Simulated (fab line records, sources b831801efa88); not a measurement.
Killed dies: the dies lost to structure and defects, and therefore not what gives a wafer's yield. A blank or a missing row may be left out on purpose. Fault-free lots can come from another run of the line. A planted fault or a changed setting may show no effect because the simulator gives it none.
fab line records | flow sky130
[record] lots = 11 | wafers = 33 | last-day = 50
route steps=708 shown RES_PROTECT@214 POLY_GATE@231 LDD_N@248 LDD_HVP@285
lots with no fault: from the same line, run without faults
start-h: hours from the record's opening day to when the first of the lot's shown wafers began | wait-h: hours since the lot's step before | " the same as in the row above | L1.1+2: a row that stands for several wafers | - no value, or no start was given | * or withheld: withheld | < > ~ a bound
route shown NAME@n: names a module that has steps shown in the file, with the first one's number in the route | usual: mean/standard deviation taken from wafers without a fault | same: alike in all rows | chamber/n: place in a boat | sites: each site's reading | _std_site: standard deviation across them | _edge_site: mean of outer sites minus mean of inner sites | radius-mm: how far each site lies from the wafer's centre | mask NAME#n: copy n | behind: tool/chamber where the wafer was last shaped | hold: what put the lot on hold/how long, in hours/how the hold closed | device: the transistor (n, p or np) that didn't switch | end of line: at the end of the route, the tests of the same wafers | where a step has no rows: the recipe by itself | killed: the dies lost at the first sort to structure and to defects; this is not the yield of the wafer | map: a wafer's dies, x killed, . not, _ none there
set.NAME: the setting as run; set.NAME@STEP: as run at that earlier step | model.NAME: the simulator's own value behind a step, which no gauge read
one table for each step of the route and one row for each wafer, over a sample of lots
services: a tool's chamber out of use, with start hour (start-h, from the record's first day; less than 0 if before it), hours out, and reason
[[steps]]
[step SKY_RES_PROTECT_STRIP_07]
[recipe] chemistry = O2/N2 | power-w = 1400 | pressure-mtorr = 1500 | platen-temp-c = withheld | o2-flow-sccm = 3000 | n2-flow-sccm = 300 | overash-fraction = 0.5
[usual] drypump-motor-current-A = 5.67/0.16 | oes-product-au = 0.517/0.005 | strip-time-to-endpoint-s = 23.30/0.045
lot.wafer | tool            | chamber | start-h | wait-h | drypump-motor-current-A | oes-product-au | rf-hours-counter-h | strip-time-to-endpoint-s
L553.2    | plasma-asher-01 | 0       | 353.32  | 0.1    | 5.50                    | 0.523          | 59                 | 23.28
L553.3    | "               | 0       | "       | "      | 5.48                    | 0.513          | -                  | 23.28
L553.4    | "               | 1       | "       | "      | 5.73                    | 0.512          | -                  | 23.32
L555.1    | plasma-asher-02 | 0       | 368.12  | 0.1    | 5.59                    | 0.525          | 23                 | 23.29
L555.2    | "               | 1       | "       | "      | 5.86                    | 0.517          | 23                 | 23.33
L555.4    | "               | 1       | "       | "      | 5.87                    | 0.509          | -                  | 23.35
L556.1    | plasma-asher-01 | 1       | 368.57  | 0.1    | 5.75                    | 0.518          | 61                 | 23.25
L556.2    | "               | 0       | "       | "      | 5.49                    | 0.512          | 61                 | 23.25
L556.5    | "               | 1       | "       | "      | 5.76                    | 0.527          | -                  | 23.20
L560.4    | plasma-asher-01 | 1       | 399.41  | 0.1    | 5.75                    | 0.524          | -                  | 23.26
L560.5    | "               | 1       | "       | "      | 5.75                    | 0.521          | -                  | 23.27
L560.6    | "               | 0       | "       | "      | 5.50                    | 0.514          | -                  | 23.29
L565.1    | plasma-asher-01 | 1       | 445.32  | 0.1    | 5.74                    | 0.513          | 1                  | 23.36
L565.2    | "               | 0       | "       | "      | 5.50                    | 0.517          | 1                  | 23.39
L565.5    | "               | 0       | "       | "      | 5.51                    | 0.512          | -                  | 23.33
L566.3    | plasma-asher-03 | 1       | 450.35  | 0.1    | 5.40                    | 0.509          | -                  | 23.36
L566.4    | "               | 0       | "       | "      | 5.87                    | 0.523          | -                  | 23.36
L566.6    | "               | 0       | "       | "      | 5.86                    | 0.517          | -                  | 23.33
L567.2    | plasma-asher-02 | 0       | 462.47  | 0.1    | 5.62                    | 0.519          | 33                 | 23.31
L567.4    | "               | 1       | "       | "      | 5.84                    | 0.506          | -                  | 23.33
L567.6    | "               | 1       | "       | "      | 5.87                    | 0.514          | -                  | 23.32
L572.1    | plasma-asher-02 | 1       | 499.77  | 0.1    | 5.90                    | 0.513          | 37                 | 23.32
L572.4    | "               | 1       | "       | "      | 5.92                    | 0.516          | -                  | 23.35
L572.6    | "               | 0       | "       | "      | 5.63                    | 0.526          | -                  | 23.31
L573.1    | plasma-asher-02 | 0       | 510.37  | 0.1    | 5.61                    | 0.520          | 38                 | 23.28
L573.3    | "               | 0       | "       | "      | 5.61                    | 0.516          | -                  | 23.28
L573.4    | "               | 1       | "       | "      | 5.86                    | 0.520          | -                  | 23.29
L574.1    | plasma-asher-01 | 1       | 528.97  | 0.1    | 5.73                    | 0.520          | 8                  | 23.32
L574.3    | "               | 1       | "       | "      | 5.75                    | 0.522          | -                  | 23.33
L574.6    | "               | 0       | "       | "      | 5.51                    | 0.526          | -                  | 23.32
L575.1    | plasma-asher-01 | 0       | 537.77  | 0.1    | 5.49                    | 0.511          | 9                  | 23.23
L575.2    | "               | 1       | "       | "      | 5.75                    | 0.518          | 9                  | 23.20
L575.3    | "               | 0       | "       | "      | 5.49                    | 0.517          | -                  | 23.26
[step SKY_POLY_GATE_ETCH_17]
[recipe] target-depth-nm = 180 | stop-on = SiO2 | over-etch-frac = 0.56667 | chemistry = HBr/Cl2 | target = poly-Si | icp-w = 400 | bias-w = 100 | pressure-mtorr = 10 | HBr_flow_sccm = 150 | Cl2_flow_sccm = 50 | time-s = 70.5
[usual] drypump-motor-current-A = 5.7/0.49 | oes-product-au = 0.987/0.008 | throttle-valve-pct = 33.684/0.0087
[same] over-etch-frac = 0.56667
lot.wafer | tool      | chamber | start-h | wait-h | drypump-motor-current-A | oes-product-au | rf-hours-counter-h | throttle-valve-pct
L553.2    | rie-si-02 | 0       | 386.31  | 0.0    | 6.3                     | 0.983          | 1                  | 33.690
L553.3    | "         | 3       | "       | "      | 5.9                     | 0.986          | 2                  | 33.684
L553.4    | "         | 2       | "       | "      | 5.8                     | 0.978          | 3                  | 33.687
L555.1    | rie-si-01 | 3       | 398.77  | 0.0    | 6.1                     | 0.973          | 1                  | 33.692
L555.2    | "         | 2       | "       | "      | 5.4                     | 0.987          | 51                 | 33.687
L555.4    | "         | 0       | "       | "      | 4.9                     | 0.988          | 0                  | 33.677
L556.1    | rie-si-02 | 3       | 400.36  | 0.0    | 6.0                     | 0.975          | 3                  | 33.686
L556.2    | "         | 1       | "       | "      | 5.5                     | 0.985          | 1                  | 33.677
L556.5    | "         | 1       | "       | "      | 5.5                     | 0.985          | -                  | 33.685
L560.4    | rie-si-01 | 2       | 432.62  | 0.0    | 5.4                     | 0.983          | 51                 | 33.681
L560.5    | "         | 3       | "       | "      | 6.1                     | 0.997          | -                  | 33.699
L560.6    | "         | 0       | "       | "      | 4.9                     | 0.991          | -                  | 33.669
L565.1    | rie-si-01 | 1       | 477.77  | 0.0    | 6.1                     | 0.992          | 58                 | 33.680
L565.2    | "         | 0       | "       | "      | 4.9                     | 0.992          | 1                  | 33.680
L565.5    | "         | 0       | "       | "      | 4.9                     | 0.985          | -                  | 33.686
L566.3    | rie-si-02 | 3       | 483.61  | 0.0    | 5.9                     | 0.979          | 3                  | 33.686
L566.4    | "         | 2       | "       | "      | 5.8                     | 0.970          | 4                  | 33.685
L566.6    | "         | 3       | "       | "      | 6.0                     | 0.977          | -                  | 33.692
L567.2    | rie-si-01 | 3       | 501.81  | 0.0    | 6.1                     | 0.983          | 2                  | 33.678
L567.4    | "         | 2       | "       | "      | 5.3                     | 0.981          | -                  | 33.669
L567.6    | "         | 0       | "       | "      | 4.9                     | 0.975          | -                  | 33.679
L572.1    | rie-si-01 | 2       | 532.22  | 0.0    | 5.3                     | 0.989          | 0                  | 33.673
L572.4    | "         | 1       | "       | "      | 6.1                     | 0.991          | 0                  | 33.680
L572.6    | "         | 1       | "       | "      | 6.1                     | 0.971          | -                  | 33.681
L573.1    | rie-si-01 | 2       | 542.61  | 0.0    | 5.4                     | 0.990          | 0                  | 33.678
L573.3    | "         | 3       | "       | "      | 6.1                     | 0.985          | 2                  | 33.707
L573.4    | "         | 1       | "       | "      | 6.1                     | 0.995          | 0                  | 33.702
L574.1    | rie-si-02 | 1       | 560.51  | 0.0    | 5.4                     | 1.001          | 1                  | 33.688
L574.3    | "         | 0       | "       | "      | 6.3                     | 0.988          | 2                  | 33.670
L574.6    | "         | 3       | "       | "      | 5.9                     | 0.986          | -                  | 33.688
L575.1    | rie-si-01 | 2       | 569.37  | 0.0    | 5.3                     | 0.996          | 0                  | 33.667
L575.2    | "         | 0       | "       | "      | 4.9                     | 0.998          | 1                  | 33.677
L575.3    | "         | 3       | "       | "      | 6.1                     | 0.993          | 2                  | 33.684
[step SKY_LDD_N_IMPLANT_11]
[recipe] species = As | energy-kev = 20 | dose-cm2 = 7.5e+13 | tilt-deg = withheld | rotation-deg = 293
[usual] end-station-pressure-torr = 5.32e-06/2.5e-07
lot.wafer | tool         | chamber | start-h | wait-h | end-station-pressure-torr
L553.2    | implanter-03 | 0       | 419.03  | 0.1    | 5.41e-06
L553.3    | "            | 0       | "       | "      | 5.43e-06
L553.4    | "            | 0       | "       | "      | 5.6e-06
L555.1    | implanter-03 | 0       | 432.50  | 0.1    | 5.36e-06
L555.2    | "            | 0       | "       | "      | 5.68e-06
L555.4    | "            | 0       | "       | "      | 5.12e-06
L556.1    | implanter-04 | 0       | 433.40  | 0.1    | 5.55e-06
L556.2    | "            | 0       | "       | "      | 5.55e-06
L556.5    | "            | 0       | "       | "      | 5.3e-06
L556.1    | implanter-04 | 0       | 433.72  | 0.3    | 5.27e-06
L556.2    | "            | 0       | "       | "      | 5.3e-06
L556.5    | "            | 0       | "       | "      | 5.03e-06
L560.4    | implanter-01 | 0       | 466.94  | 0.1    | 5.74e-06
L560.5    | "            | 0       | "       | "      | 5.41e-06
L560.6    | "            | 0       | "       | "      | 5.38e-06
L560.4    | implanter-01 | 0       | 467.26  | 0.3    | 5.34e-06
L560.5    | "            | 0       | "       | "      | 5.44e-06
L560.6    | "            | 0       | "       | "      | 5.64e-06
L565.1    | implanter-01 | 0       | 511.01  | 0.1    | 5.29e-06
L565.2    | "            | 0       | "       | "      | 5.25e-06
L565.5    | "            | 0       | "       | "      | 5.73e-06
L565.1    | implanter-01 | 0       | 511.33  | 0.3    | 5.05e-06
L565.2    | "            | 0       | "       | "      | 5.07e-06
L565.5    | "            | 0       | "       | "      | 4.99e-06
L566.3    | implanter-01 | 0       | 516.37  | 0.1    | 4.9e-06
L566.4    | "            | 0       | "       | "      | 5.26e-06
L566.6    | "            | 0       | "       | "      | 5.6e-06
L567.2    | implanter-04 | 0       | 533.79  | 0.1    | 4.59e-06
L567.4    | "            | 0       | "       | "      | 5.44e-06
L567.6    | "            | 0       | "       | "      | 5.08e-06
L572.1    | implanter-01 | 0       | 563.62  | 0.1    | 5.77e-06
L572.4    | "            | 0       | "       | "      | 5.37e-06
L572.6    | "            | 0       | "       | "      | 5.23e-06
L573.1    | implanter-01 | 0       | 574.60  | 0.1    | 5.82e-06
L573.3    | "            | 0       | "       | "      | 5.24e-06
L573.4    | "            | 0       | "       | "      | 5.11e-06
L574.1    | implanter-04 | 0       | 591.96  | 0.1    | 4.72e-06
L574.3    | "            | 0       | "       | "      | 5.6e-06
L574.6    | "            | 0       | "       | "      | 5.24e-06
L575.1    | implanter-03 | 0       | 600.35  | 0.1    | 5.56e-06
L575.2    | "            | 0       | "       | "      | 5.7e-06
L575.3    | "            | 0       | "       | "      | 5.39e-06
[step SKY_LDD_N_STRIP_16]
[recipe] chemistry = O2/N2 | power-w = 1400 | pressure-mtorr = 1500 | platen-temp-c = withheld | o2-flow-sccm = 3000 | n2-flow-sccm = 300 | overash-fraction = 0.5
[usual] drypump-motor-current-A = 5.74/0.13 | oes-product-au = 0.407/0.0047 | strip-time-to-endpoint-s = 4.318/0.016
lot.wafer | tool            | chamber | start-h | wait-h | drypump-motor-current-A | oes-product-au | rf-hours-counter-h | strip-time-to-endpoint-s
L553.2    | plasma-asher-02 | 1       | 419.76  | 0.1    | 5.91                    | 0.404          | 28                 | 4.322
L553.3    | "               | 0       | "       | "      | 5.60                    | 0.402          | -                  | 4.310
L553.4    | "               | 1       | "       | "      | 5.90                    | 0.408          | -                  | 4.328
L555.1    | plasma-asher-04 | 1       | 433.25  | 0.1    | 5.86                    | 0.412          | 59                 | 4.318
L555.2    | "               | 0       | "       | "      | 5.75                    | 0.405          | 59                 | 4.309
L555.4    | "               | 1       | "       | "      | 5.85                    | 0.417          | -                  | 4.333
L556.1    | plasma-asher-04 | 1       | 434.47  | 0.1    | 5.88                    | 0.399          | 59                 | 4.552
L556.2    | "               | 0       | "       | "      | 5.76                    | 0.404          | 59                 | 4.532
L556.5    | "               | 1       | "       | "      | 5.88                    | 0.406          | -                  | 4.516
L560.4    | plasma-asher-04 | 1       | 467.97  | 0.1    | 5.88                    | 0.405          | -                  | 4.522
L560.5    | "               | 0       | "       | "      | 5.75                    | 0.411          | -                  | 4.523
L560.6    | "               | 1       | "       | "      | 5.86                    | 0.400          | -                  | 4.542
L565.1    | plasma-asher-02 | 0       | 512.08  | 0.1    | 5.59                    | 0.406          | 38                 | 4.546
L565.2    | "               | 1       | "       | "      | 5.84                    | 0.397          | 38                 | 4.531
L565.5    | "               | 1       | "       | "      | 5.83                    | 0.408          | -                  | 4.517
L566.3    | plasma-asher-04 | 1       | 517.10  | 0.1    | 5.89                    | 0.412          | -                  | 4.327
L566.4    | "               | 0       | "       | "      | 5.75                    | 0.408          | -                  | 4.312
L566.6    | "               | 1       | "       | "      | 5.86                    | 0.408          | -                  | 4.323
L567.2    | plasma-asher-01 | 1       | 534.52  | 0.1    | 5.72                    | 0.420          | 9                  | 4.327
L567.4    | "               | 1       | "       | "      | 5.73                    | 0.403          | -                  | 4.300
L567.6    | "               | 0       | "       | "      | 5.48                    | 0.404          | -                  | 4.339
L572.1    | plasma-asher-04 | 1       | 564.37  | 0.1    | 5.84                    | 0.404          | 72                 | 4.282
L572.4    | "               | 1       | "       | "      | 5.88                    | 0.403          | -                  | 4.300
L572.6    | "               | 1       | "       | "      | 5.89                    | 0.405          | -                  | 4.288
L573.1    | plasma-asher-04 | 0       | 575.35  | 0.1    | 5.75                    | 0.403          | 73                 | 4.274
L573.3    | "               | 1       | "       | "      | 5.89                    | 0.406          | -                  | 4.288
L573.4    | "               | 0       | "       | "      | 5.74                    | 0.408          | -                  | 4.302
L574.1    | plasma-asher-02 | 0       | 592.71  | 0.1    | 5.60                    | 0.409          | 46                 | 4.314
L574.3    | "               | 0       | "       | "      | 5.62                    | 0.401          | -                  | 4.325
L574.6    | "               | 0       | "       | "      | 5.61                    | 0.403          | -                  | 4.319
L575.1    | plasma-asher-02 | 1       | 601.10  | 0.1    | 5.83                    | 0.401          | 47                 | 4.297
L575.2    | "               | 0       | "       | "      | 5.62                    | 0.405          | 47                 | 4.301
L575.3    | "               | 0       | "       | "      | 5.62                    | 0.408          | -                  | 4.286
[step SKY_LDD_N_TW_MEAS_17]
[usual] LDD_N_TW = 2601/16
lot.wafer | tool          | chamber | start-h | wait-h | LDD_N_TW
L553.2    | film-metro-01 | -       | 419.87  | 0.1    | 2625
L553.3    | "             | -       | "       | "      | 2632
L553.4    | "             | -       | "       | "      | 2628
L555.1    | film-metro-01 | -       | 433.35  | 0.1    | 2636
L555.2    | "             | -       | "       | "      | 2619
L555.4    | "             | -       | "       | "      | 2613
L556.1    | film-metro-03 | -       | 434.57  | 0.1    | 2696
L556.2    | "             | -       | "       | "      | 2693
L556.5    | "             | -       | "       | "      | 2713
L560.4    | film-metro-04 | -       | 468.06  | 0.1    | 2699
L560.5    | "             | -       | "       | "      | 2694
L560.6    | "             | -       | "       | "      | 2698
L565.1    | film-metro-04 | -       | 512.18  | 0.1    | 2698
L565.2    | "             | -       | "       | "      | 2710
L565.5    | "             | -       | "       | "      | 2701
L566.3    | film-metro-03 | -       | 517.19  | 0.1    | 2599
L566.4    | "             | -       | "       | "      | 2591
L566.6    | "             | -       | "       | "      | 2590
L567.2    | film-metro-03 | -       | 534.63  | 0.1    | 2604
L567.4    | "             | -       | "       | "      | 2595
L567.6    | "             | -       | "       | "      | 2576
L572.1    | film-metro-03 | -       | 564.47  | 0.1    | 2592
L572.4    | "             | -       | "       | "      | 2587
L572.6    | "             | -       | "       | "      | 2591
L573.1    | film-metro-03 | -       | 575.45  | 0.1    | 2588
L573.3    | "             | -       | "       | "      | 2614
L573.4    | "             | -       | "       | "      | 2588
L574.1    | film-metro-01 | -       | 592.81  | 0.1    | 2610
L574.3    | "             | -       | "       | "      | 2616
L574.6    | "             | -       | "       | "      | 2622
L575.1    | film-metro-04 | -       | 601.20  | 0.1    | 2606
L575.2    | "             | -       | "       | "      | 2607
L575.3    | "             | -       | "       | "      | 2590
[step SKY_LDD_HVP_OVL_MEAS_07]
[usual] LDD_HVP_OVL = 0.2/1.6
lot.wafer | tool       | chamber | start-h | wait-h | LDD_HVP_OVL[nm]
L553.2    | overlay-01 | -       | 513.02  | 0.1    | 1.0
L553.3    | "          | -       | "       | "      | -1.4
L553.4    | "          | -       | "       | "      | -1.7
L555.1    | overlay-02 | -       | 527.13  | 0.1    | -2.4
L555.2    | "          | -       | "       | "      | 0.0
L555.4    | "          | -       | "       | "      | -2.6
L556.1    | overlay-01 | -       | 528.72  | 0.1    | 1.1
L556.2    | "          | -       | "       | "      | -0.4
L556.5    | "          | -       | "       | "      | -0.9
L560.4    | overlay-02 | -       | 559.10  | 0.1    | 1.9
L560.5    | "          | -       | "       | "      | 2.1
L560.6    | "          | -       | "       | "      | 3.0
L565.1    | overlay-02 | -       | 600.77  | 0.1    | 0.0
L565.2    | "          | -       | "       | "      | -1.1
L565.5    | "          | -       | "       | "      | -2.0
L566.3    | overlay-02 | -       | 606.34  | 0.1    | 1.4
L566.4    | "          | -       | "       | "      | 0.7
L566.6    | "          | -       | "       | "      | 1.1
L567.2    | overlay-01 | -       | 623.47  | 0.1    | -2.4
L567.4    | "          | -       | "       | "      | -1.6
L567.6    | "          | -       | "       | "      | -1.0
L572.1    | overlay-01 | -       | 651.67  | 0.1    | 2.6
L572.4    | "          | -       | "       | "      | -0.3
L572.6    | "          | -       | "       | "      | 4.1
L573.1    | overlay-01 | -       | 663.17  | 0.1    | -2.8
L573.3    | "          | -       | "       | "      | -0.4
L573.4    | "          | -       | "       | "      | -1.1
L574.1    | overlay-02 | -       | 679.67  | 0.1    | 0.3
L574.3    | "          | -       | "       | "      | 2.1
L574.6    | "          | -       | "       | "      | 1.1
L575.1    | overlay-02 | -       | 688.02  | 0.1    | 2.6
L575.2    | "          | -       | "       | "      | 0.7
L575.3    | "          | -       | "       | "      | 1.5
[[services]]
tool            | chamber | start-h | hours | kind
rie-si-02       | 3       | 356.20  | 7.7   | repair
plasma-asher-02 | -       | 359.09  | 2.8   | pm
implanter-01    | -       | 359.51  | 7.2   | pm
implanter-04    | -       | 387.66  | 5.3   | pm
implanter-03    | -       | 391.08  | 1.5   | repair
rie-si-02       | -       | 408.60  | 0.6   | repair
implanter-01    | -       | 409.69  | 1.7   | repair
plasma-asher-01 | -       | 421.25  | 9.0   | pm
rie-si-02       | 0       | 428.92  | 4.8   | repair
implanter-01    | -       | 431.53  | 6.0   | repair
implanter-01    | -       | 433.84  | 0.5   | repair
plasma-asher-02 | -       | 442.21  | 5.1   | repair
rie-si-01       | 2       | 446.08  | 6.1   | repair
plasma-asher-01 | -       | 446.57  | 1.9   | repair
plasma-asher-01 | -       | 450.67  | 1.9   | repair
plasma-asher-01 | -       | 457.51  | 12.3  | repair
implanter-03    | -       | 460.91  | 4.2   | pm
rie-si-02       | 3       | 471.77  | 6.3   | repair
plasma-asher-03 | -       | 473.34  | 3.1   | repair
implanter-04    | -       | 492.69  | 3.7   | repair
plasma-asher-01 | -       | 507.00  | 1.2   | repair
implanter-03    | -       | 558.94  | 0.9   | repair
rie-si-02       | -       | 577.71  | 4.3   | pm
rie-si-01       | 1       | 590.04  | 2.7   | repair
[[key]]
[first-sign] step = SKY_LDD_N_IMPLANT_11 | reading = visit | direction = added
[effect] step = SKY_LDD_N_STRIP_16 | reading = strip-time-to-endpoint-s | direction = up | sigmas = 14 | usual = * | struck = *
[effect] step = SKY_LDD_N_TW_MEAS_17 | reading = LDD_N_TW | direction = up | sigmas = 6 | usual = 2601 | struck = 2700
met-at SKY_LDD_N_IMPLANT_11
struck-lots L556,L560,L565
tester-left-out L556,L560,L565
not-acting-at SKY_RES_PROTECT_STRIP_07,SKY_POLY_GATE_ETCH_17,SKY_LDD_HVP_OVL_MEAS_07
[fault] kind = repeated-step-whole | tool = implanter-01,implanter-03,implanter-04 | chamber = - | onset-h = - | steps = SKY_LDD_N_IMPLANT_11 | times = 1 | scope = struck-lots-only
// tester-left-out: of these lots the tester's yield and bins aren't shown, on N5 and GAA mostly nor the transistor test; their killed dies are dies lost to structure and defects alone, not to doping, threshold or leakage, so they don't give the yield
